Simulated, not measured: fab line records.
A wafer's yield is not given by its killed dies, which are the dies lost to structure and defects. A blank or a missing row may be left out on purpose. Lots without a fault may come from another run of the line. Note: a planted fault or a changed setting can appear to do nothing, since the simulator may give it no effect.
fab line records ; flow sky130
[record] lots = 5; wafers = 15; last-day = 49
route steps=708 shown SONOS_TUNNEL@160 SONOS_ONO@168 GATE_OXIDE@187 PAD_OPEN@708
lots that met no fault: taken from a fault-free run of the same line
start-h: hours from the record's opening day to when the first of the lot's shown wafers began ; wait-h: hours from the lot's prior step to this one ; " as in the row above ; L1.1+2: a row that stands for several wafers ; - either no value or no given start ; * or withheld: withheld ; < > ~ a bound
route shown NAME@n: a module of which the file shows steps, and the number in the route of the first ; usual: mean and standard deviation over wafers with no fault ; same: alike in all rows ; chamber/n: place in a boat ; sites: readings site by site ; _std_site: the standard deviation of these ; _edge_site: the outer-site mean with the inner-site mean subtracted ; radius-mm: how far each site lies from the wafer's centre ; mask NAME#n: copy n ; behind: the tool/chamber that last shaped the wafer ; hold: the reason the lot was held/the length of the hold in hours/how it ended ; device: transistor that didn't switch, given as n, p or np ; end of line: tests run on the same wafers once the route is complete ; a step with no rows: only its recipe ; killed: at the first sort, the dies lost to defects and structure; wafer yield is something else ; map: the dies of a wafer, with x for killed, . for not killed, _ for no die there
set.NAME: setting as actually run; set.NAME@STEP: the setting as run at that earlier step ; model.NAME: the simulator's own value behind a step, which no gauge read
lots seen at some steps along the route; tables by step, rows by wafer
services: from which hour (start-h, from the record's first day; less than 0 if before it) a tool's chamber was out of use, for how many hours, and why
[[steps]]
[step SKY_SONOS_TUNNEL_DEVELOP_06]
[recipe] resist = NOVOLAK; developer = TMAH; develop-time-s = 60; dev-temp-c = 23
[step SKY_SONOS_TUNNEL_IMPLANT_09]
[recipe] species = B; energy-kev = 20; dose-cm2 = 1e+12; tilt-deg = withheld
[step SKY_SONOS_TUNNEL_WET_ETCH_10]
[recipe] chemistry = dHF; target-depth-nm = 14; target = SiO2; dilution = 100:1; temp-c = 25; time-s = 280
[step SKY_SONOS_TUNNEL_STRIP_11]
[recipe] chemistry = SPM; time-s = 600; temp-c = 130
[step SKY_SONOS_TUNNEL_CLEAN_13]
[recipe] chemistry = dHF; time-s = 20; dilution = 100:1; dry = ipa-marangoni
[step SKY_SONOS_ONO_OXIDATION_00]
[recipe] temp-c = 800; ambient = O2; idle-temp-c = 700; ramp-up-c-per-min = 10; ramp-down-c-per-min = 3; stabilise-s = 600; purge-s = 300; target-thk-a = 26; ox-time-s = 1249
[step SKY_SONOS_ONO_CVD_02]
[recipe] material = Si3N4; precursor = DCS/NH3; target-thk-nm = 10.5; temp-c = 770; time-s = 180; pressure-mtorr = 250
[step SKY_SONOS_ONO_CVD_04]
[recipe] material = SiO2; precursor = SiH4/N2O; target-thk-nm = 5.7199; temp-c = 900; pressure-mtorr = 400
[usual] spike-tc-bottom-C = 921.6/0.96; spike-tc-centre-C = 899.2/0.97; spike-tc-lower-C = 899.3/1.2; spike-tc-top-C = 909.4/2.4; spike-tc-upper-C = 898.6/0.95; susceptor-temp-C = 900.0/0.36
lot.wafer;tool;chamber;start-h;wait-h;spike-tc-bottom-C;spike-tc-centre-C;spike-tc-lower-C;spike-tc-top-C;spike-tc-upper-C;susceptor-temp-C;model.SiO2_of_SONOS_ONO_CVD_04.thk-nm
L594.1;lpcvd-03;0;340.16;0.1;922.1;898.3;900.4;907.2;898.7;900.3;5.6
L594.5;lpcvd-03;0;340.16;0.1;920.9;899.3;899.4;907.5;898.0;900.4;5.559
L594.6;lpcvd-03;0;340.16;0.1;921.5;900.2;897.4;907.1;898.1;900.2;5.518
L595.1;lpcvd-03;0;344.35;0.1;932.6;910.9;910.4;918.3;909.3;910.1;6.628
L595.4;lpcvd-03;0;344.35;0.1;933.9;910.9;909.4;916.6;909.1;909.9;6.667
L595.6;lpcvd-03;0;344.35;0.1;932.1;908.1;909.0;918.7;907.1;909.9;6.655
L596.2;lpcvd-03;0;355.72;0.0;931.0;909.0;910.0;916.4;909.9;910.1;6.645
L596.4;lpcvd-03;0;355.72;0.0;931.4;909.5;910.7;916.6;907.3;910.1;6.801
L596.5;lpcvd-03;0;355.72;0.0;931.6;909.3;910.6;916.2;906.6;910.2;6.762
L597.2;lpcvd-03;0;362.91;0.0;932.2;910.3;909.2;918.2;908.7;909.8;6.744
L597.3;lpcvd-03;0;362.91;0.0;930.5;909.4;908.4;919.8;907.5;910.6;6.732
L597.6;lpcvd-03;0;362.91;0.0;932.8;907.7;908.4;917.6;908.6;910.1;6.722
L604.1;lpcvd-03;0;417.20;0.1;921.8;900.7;897.4;908.4;900.9;899.8;5.549
L604.3;lpcvd-03;0;417.20;0.1;921.3;897.8;898.6;906.4;898.6;900.1;5.559
L604.6;lpcvd-03;0;417.20;0.1;920.3;898.3;897.6;907.1;898.8;899.6;5.617
[step SKY_SONOS_ONO_THK_MEAS_05]
[recipe] reads = SiO2_of_SONOS_ONO_CVD_04
[usual] SONOS_ONO_CVD_04_THK = 5.75/0.1
lot.wafer;tool;chamber;start-h;wait-h;hold;SONOS_ONO_CVD_04_THK[nm]
L594.1;film-metro-01;-;341.41;0.0;-;5.59
L594.5;film-metro-01;-;341.41;0.0;-;5.56
L594.6;film-metro-01;-;341.41;0.0;-;5.57
L595.1;film-metro-02;-;345.60;0.0;await-dispo/0.2h/release;6.69
L595.4;film-metro-02;-;345.60;0.0;await-dispo/0.2h/release;6.72
L595.6;film-metro-02;-;345.60;0.0;await-dispo/0.2h/release;6.60
L595.1;film-metro-02;-;345.83;0.2;-;6.64
L595.4;film-metro-02;-;345.83;0.2;-;6.65
L595.6;film-metro-02;-;345.83;0.2;-;6.64
L596.2;film-metro-01;-;356.98;0.0;await-dispo/0.2h/release;6.66
L596.4;film-metro-01;-;356.98;0.0;await-dispo/0.2h/release;6.80
L596.5;film-metro-01;-;356.98;0.0;await-dispo/0.2h/release;6.80
L596.2;film-metro-01;-;357.21;0.2;-;6.66
L596.4;film-metro-01;-;357.21;0.2;-;6.80
L596.5;film-metro-01;-;357.21;0.2;-;6.74
L597.2;film-metro-03;-;364.17;0.0;await-dispo/0.2h/release;6.74
L597.3;film-metro-03;-;364.17;0.0;await-dispo/0.2h/release;6.73
L597.6;film-metro-03;-;364.17;0.0;await-dispo/0.2h/release;6.76
L597.2;film-metro-03;-;364.39;0.2;-;6.78
L597.3;film-metro-03;-;364.39;0.2;-;6.74
L597.6;film-metro-03;-;364.39;0.2;-;6.73
L604.1;film-metro-01;-;418.45;0.0;-;5.53
L604.3;film-metro-01;-;418.45;0.0;-;5.53
L604.6;film-metro-01;-;418.45;0.0;-;5.56
[step SKY_SONOS_ONO_HMDS_07]
[recipe] prime-time-s = 60; prime-temp-c = 120
[step SKY_SONOS_ONO_COAT_08]
[recipe] resist = NOVOLAK; spin-rpm = 3000; resist-thk-nm = 1140
[step SKY_SONOS_ONO_SOFTBAKE_09]
[recipe] temp-c = 90; time-s = 60; resist = NOVOLAK
[step SKY_SONOS_ONO_EXPOSE_10]
[recipe] mask-id = ONOM; target-cd-nm = 410; na = 0.6; source-shape = conventional; sigma-outer = 0.6; dose-mj = 150
[step SKY_SONOS_ONO_PEB_11]
[recipe] temp-c = withheld; time-s = *; resist = NOVOLAK
[step SKY_SONOS_ONO_DEVELOP_12]
[recipe] develop-time-s = 60; dev-temp-c = 23
[step SKY_SONOS_ONO_ETCH_15]
[recipe] target-depth-nm = 19.52; chemistry = CHF3/O2; source-w = 600; bias-w = 200; pressure-mtorr = 40; chf3-flow-sccm = 50; O2_flow_sccm = 5; time-s = 7.8
[step SKY_SONOS_ONO_WET_ETCH_16]
[recipe] chemistry = dHF; target-depth-nm = 14; dry = n2-spin; target = SiO2; dilution = 100:1; temp-c = 25; time-s = 280
[step SKY_SONOS_ONO_STRIP_17]
[recipe] chemistry = O2/N2; power-w = 1400; pressure-mtorr = 1500; platen-temp-c = withheld; o2-flow-sccm = 3000; n2-flow-sccm = 300; overash-fraction = 0.5
[step SKY_SONOS_ONO_WET_ETCH_18]
[recipe] chemistry = H3PO4; target-depth-nm = 15; target = Si3N4; temp-c = 160; time-s = 172
[step SKY_GATE_OXIDE_CLEAN_00]
[recipe] chemistry = SC1/SC2; mix = 1:4:20; temp-c = 70; time-s = 150; dry = n2-spin
[step SKY_GATE_OXIDE_OXIDATION_01]
[recipe] temp-c = 900; ambient = O2; stabilise-s = 600; purge-s = 300; target-thk-a = 102.68; ox-time-s = 1473
[step SKY_GATE_OXIDE_DEHYDRATE_03]
[recipe] temp-c = 200; time-s = 60
[step SKY_GATE_OXIDE_HMDS_04]
[recipe] prime-time-s = 60; prime-temp-c = 120
[step SKY_GATE_OXIDE_COAT_05]
[recipe] resist = NOVOLAK; spin-rpm = 3000; resist-thk-nm = 1140
[step SKY_GATE_OXIDE_SOFTBAKE_06]
[recipe] temp-c = 90; time-s = 60; resist = NOVOLAK
[step SKY_GATE_OXIDE_EXPOSE_07]
[recipe] mask-id = LVOM; na = 0.6; source-shape = conventional; sigma-outer = 0.6; polarization = unpolarized; target-cd-nm = 600; dose-mj = 170
[step SKY_GATE_OXIDE_PEB_08]
[recipe] temp-c = withheld; time-s = *; resist = NOVOLAK
[step SKY_GATE_OXIDE_DEVELOP_09]
[recipe] resist = NOVOLAK; developer = TMAH; develop-time-s = 60; dev-temp-c = 23
[step SKY_GATE_OXIDE_IMPLANT_11]
[recipe] species = B; energy-kev = 10; dose-cm2 = 2.6e+12; tilt-deg = withheld
[step SKY_GATE_OXIDE_WET_ETCH_12]
[recipe] chemistry = dHF; target-depth-nm = 16.8; dry = n2-spin; target = SiO2; dilution = 100:1; temp-c = 25; time-s = 336
[step SKY_GATE_OXIDE_STRIP_13]
[recipe] chemistry = O2/N2; power-w = 1400; pressure-mtorr = 1500; platen-temp-c = withheld; o2-flow-sccm = 3000; n2-flow-sccm = 300; overash-fraction = 0.5
[step SKY_GATE_OXIDE_CLEAN_15]
[recipe] chemistry = SC1/SC2; mix = 1:4:20; temp-c = 70; time-s = 150; dry = n2-spin
lot.wafer;tool;chamber;start-h;wait-h;model.SiO2_of_SONOS_ONO_CVD_04.thk-nm
L594.1;wet-bench-03;0;399.95;0.1;4.097
L594.5;wet-bench-03;0;399.95;0.1;4.06
L594.6;wet-bench-03;0;399.95;0.1;4.018
L595.1;wet-bench-02;3;403.50;0.1;5.121
L595.4;wet-bench-02;3;403.50;0.1;5.162
L595.6;wet-bench-02;3;403.50;0.1;5.15
L596.2;wet-bench-02;0;416.86;0.0;5.122
L596.4;wet-bench-02;0;416.86;0.0;5.275
L596.5;wet-bench-02;0;416.86;0.0;5.244
L597.2;wet-bench-02;1;425.61;0.0;5.232
L597.3;wet-bench-02;1;425.61;0.0;5.226
L597.6;wet-bench-02;1;425.61;0.0;5.215
L604.1;wet-bench-02;0;480.75;0.1;4.044
L604.3;wet-bench-02;0;480.75;0.1;4.061
L604.6;wet-bench-02;0;480.75;0.1;4.111
[step SKY_PAD_OPEN_PROBE_99]
[usual] killed_at_M0_to_M3 = 41/6.2; killed_at_M4_up = 3.0/1.7; killed-at-contacts = 25/5.8; killed-at-front-end = 16/4.5; killed-at-other = 0.2/0.42; killed-dies = 85/8.4; killed-open = 46/5.9; killed-short = 39/6.3
[same] gross-dies = 492; killed-at-back-side = 0
lot.wafer;tool;chamber;start-h;wait-h;killed_at_M0_to_M3;killed_at_M4_up;killed-at-contacts;killed-at-front-end;killed-at-other;killed-dies;killed-open;killed-short;model.etest.sonos-erased.drive-ua-um;model.etest.sonos-uncharged.r-on-ohm-um;model.etest.cap-ono.gate-log10-a-cm2;model.etest.sonos-programmed.off-log10-a-um;model.etest.cap-ono.gate-bv-v;model.etest.cap-ono.tox-acc-nm;model.etest.sonos-programmed.vt-v;model.etest.sonos-erased.vt-v
L594.1;prober-02;-;1142.77;0.1;37;2;24;11;0;74;43;31;156.3;796.5;-8.015;-13.96;16.44;12.88;1.464;-2.224
L594.5;prober-02;-;1142.97;0.2;54;3;16;11;1;85;50;35;232.5;795.4;-7.89;-13.87;16.44;12.88;1.469;-2.342
L594.6;prober-02;-;1143.02;0.2;46;2;22;17;0;87;42;45;207;809.9;-7.898;-13.85;16.25;12.78;1.526;-2.334
L595.1;prober-01;-;1145.96;0.1;47;2;27;16;0;92;50;42;157.8;860.6;-8.97;-13.6;17.25;13.68;0.9678;-1.929
L595.4;prober-01;-;1146.11;0.2;41;7;23;21;0;92;48;44;119.3;854.5;-9.055;-12.96;17.6;13.75;0.9043;-1.836
L595.6;prober-01;-;1146.21;0.2;41;3;20;23;0;87;55;32;130;846.8;-8.991;-13.14;17.13;13.76;0.9328;-1.882
L596.2;prober-02;-;1152.16;0.1;34;3;34;21;1;93;47;43;126.2;833.3;-9.139;-12.81;17.5;13.86;0.9087;-1.768
L596.4;prober-02;-;1152.26;0.2;38;2;31;21;1;93;56;35;116.7;856.4;-9.42;-12.31;17.74;14.04;0.8281;-1.652
L596.5;prober-02;-;1152.31;0.2;39;3;24;13;1;80;42;38;129.5;847.5;-9.403;-11.8;17.87;14;0.8023;-1.697
L597.2;prober-01;-;1159.91;0.1;38;2;20;14;0;74;45;28;133.1;841.7;-9.16;-12.31;17.85;13.95;0.8315;-1.751
L597.3;prober-01;-;1159.96;0.2;32;5;32;18;1;88;52;35;123.5;841.6;-9.332;-12.83;17.53;14.01;0.8669;-1.72
L597.6;prober-01;-;1160.11;0.2;51;1;28;14;0;94;48;46;137.7;834.5;-9.114;-12.86;17.56;13.83;0.9024;-1.825
L604.1;prober-01;-;1186.97;0.1;33;6;32;20;0;91;44;44;197.2;805.4;-7.646;-13.94;16.32;12.7;1.54;-2.376
L604.3;prober-01;-;1187.07;0.2;50;3;21;17;0;91;45;45;206.3;814.3;-7.778;-14.01;16.23;12.75;1.534;-2.349
L604.6;prober-01;-;1187.22;0.2;43;2;22;14;0;81;48;33;174.1;807.1;-7.839;-13.96;16.32;12.75;1.49;-2.313
// killed by level:class
L594.1 VIA1:geometric-particle:open=9 VIA3:geometric-particle:open=8 LI_CONTACT:geometric-particle:open=7 CONTACT:geometric-particle:open=7 CONTACT:geometric-particle:short=6 METAL1:geometric-particle:short=3 VIA1:geometric-particle:short=3 VIA2:geometric-particle:open=3
L594.5 VIA3:geometric-particle:open=15 VIA1:geometric-particle:open=11 CONTACT:geometric-particle:open=8 VIA2:geometric-particle:open=8 METAL2:geometric-particle:short=5 METAL3:geometric-particle:short=4 POLY_GATE:geometric-particle:short=3 LOCAL_INTERCONNECT:geometric-particle:short=3
L594.6 CONTACT:geometric-particle:open=11 VIA1:geometric-particle:open=9 METAL1:geometric-particle:short=6 VIA2:geometric-particle:open=6 POLY_GATE:geometric-particle:short=5 CONTACT:geometric-particle:short=5 VIA2:geometric-particle:short=5 VIA3:geometric-particle:open=5
L595.1 VIA1:geometric-particle:open=14 CONTACT:geometric-particle:open=11 VIA1:geometric-particle:short=7 VIA2:geometric-particle:open=7 FIELD_ISO:geometric-particle:short=6 FIELD_ISO:geometric-particle:open=4 LOCAL_INTERCONNECT:geometric-particle:short=4 LOCAL_INTERCONNECT:geometric-particle:open=4
L595.4 CONTACT:geometric-particle:open=10 VIA1:geometric-particle:open=9 FIELD_ISO:geometric-particle:open=7 METAL4:geometric-particle:short=7 LI_CONTACT:geometric-particle:open=6 VIA3:geometric-particle:open=6 METAL2:geometric-particle:short=6 FIELD_ISO:geometric-particle:short=5
L595.6 FIELD_ISO:geometric-particle:open=13 VIA1:geometric-particle:open=11 CONTACT:geometric-particle:open=9 VIA3:geometric-particle:open=7 LI_CONTACT:geometric-particle:open=6 FIELD_ISO:geometric-particle:short=5 VIA1:geometric-particle:short=5 METAL1:geometric-particle:short=4
L596.2 LI_CONTACT:geometric-particle:open=11 CONTACT:geometric-particle:open=8 METAL2:geometric-particle:short=7 VIA1:geometric-particle:open=7 FIELD_ISO:geometric-particle:short=6 LI_CONTACT:geometric-particle:short=6 CONTACT:geometric-particle:short=5 VIA2:geometric-particle:open=5
L596.4 CONTACT:geometric-particle:open=15 VIA1:geometric-particle:open=12 VIA2:geometric-particle:open=9 LI_CONTACT:geometric-particle:open=8 FIELD_ISO:geometric-particle:short=5 FIELD_ISO:geometric-particle:open=4 METAL2:geometric-particle:short=4 POLY_GATE:geometric-particle:open=3
L596.5 CONTACT:geometric-particle:open=9 VIA3:geometric-particle:open=7 LI_CONTACT:geometric-particle:open=7 VIA1:geometric-particle:short=6 METAL2:geometric-particle:short=6 VIA1:geometric-particle:open=5 CONTACT:geometric-particle:short=4 VIA2:geometric-particle:open=4
L597.2 VIA1:geometric-particle:open=8 LI_CONTACT:geometric-particle:open=7 CONTACT:geometric-particle:open=7 VIA3:geometric-particle:open=6 VIA2:geometric-particle:open=5 FIELD_ISO:geometric-particle:open=4 FIELD_ISO:geometric-particle:short=4 METAL1:geometric-particle:short=4
L597.3 CONTACT:geometric-particle:open=12 LI_CONTACT:geometric-particle:open=9 VIA1:geometric-particle:open=7 VIA3:geometric-particle:open=6 CONTACT:geometric-particle:short=5 METAL1:geometric-particle:short=5 METAL4:geometric-particle:short=5 POLY_GATE:geometric-particle:short=4
L597.6 LI_CONTACT:geometric-particle:open=12 VIA1:geometric-particle:open=10 METAL2:geometric-particle:short=8 METAL3:geometric-particle:short=8 CONTACT:geometric-particle:open=7 METAL1:geometric-particle:short=6 LOCAL_INTERCONNECT:geometric-particle:short=5 VIA1:geometric-particle:short=5
L604.1 CONTACT:geometric-particle:open=15 FIELD_ISO:geometric-particle:open=5 POLY_GATE:geometric-particle:short=5 LOCAL_INTERCONNECT:geometric-particle:short=5 VIA1:geometric-particle:open=5 METAL4:geometric-particle:short=5 POLY_GATE:geometric-particle:open=4 LI_CONTACT:geometric-particle:open=4
L604.3 VIA2:geometric-particle:open=10 METAL1:geometric-particle:short=9 VIA3:geometric-particle:short=8 CONTACT:geometric-particle:open=8 POLY_GATE:geometric-particle:open=6 VIA1:geometric-particle:open=5 VIA3:geometric-particle:open=5 VIA1:geometric-particle:short=4
L604.6 CONTACT:geometric-particle:open=12 VIA1:geometric-particle:open=10 VIA3:geometric-particle:open=8 VIA2:geometric-particle:short=6 FIELD_ISO:geometric-particle:short=5 VIA2:geometric-particle:open=5 POLY_GATE:geometric-particle:open=4 VIA3:geometric-particle:short=4
[[services]]
tool;chamber;start-h;hours;kind
lpcvd-03;-;345.95;1.4;repair
wet-bench-03;-;415.58;67.6;pm
lpcvd-03;-;475.75;2.8;pm
[[key]]
[first-sign] step = SKY_SONOS_ONO_CVD_04; reading = susceptor-temp-C; direction = up; sigmas = 28; usual = *; struck = *
[effect] step = SKY_SONOS_ONO_CVD_04; reading = spike-tc-bottom-C; direction = up; sigmas = 11; usual = 921.6; struck = 932.0
[effect] step = SKY_SONOS_ONO_THK_MEAS_05; reading = visit; direction = added
[effect] step = SKY_SONOS_ONO_THK_MEAS_05; reading = SONOS_ONO_CVD_04_THK; direction = up; sigmas = 9.5; usual = 5.75; struck = 6.72
[model-effect] step = SKY_SONOS_ONO_CVD_04; value = SiO2_of_SONOS_ONO_CVD_04.thk-nm; without = 5.693; struck = 6.706
[model-effect] step = SKY_GATE_OXIDE_CLEAN_15; value = SiO2_of_SONOS_ONO_CVD_04.thk-nm; without = 4.181; struck = 5.194
[model-effect] step = SKY_PAD_OPEN_PROBE_99; value = etest.sonos-erased.drive-ua-um; without = 188; struck = 130.4
met-at SKY_SONOS_ONO_CVD_04
struck-wafers L595.1,L595.4,L595.6,L596.2,L596.4,L596.5,L597.2,L597.3,L597.6
tester-left-out L595,L596,L597
onset-between 340.16 344.35
[fault] kind = process-parameter-drift; tool = lpcvd-03; chamber = -; onset-h = 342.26; steps = SKY_SONOS_ONO_CVD_04; channel = temp-c; offset = *; shape = step; end-h = 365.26; stated = *
// tester-left-out: of these lots the tester's yield and bins aren't shown, on N5 and GAA mostly nor the transistor test; their killed dies are dies lost to structure and defects alone, not to doping, threshold or leakage, so they don't give the yield
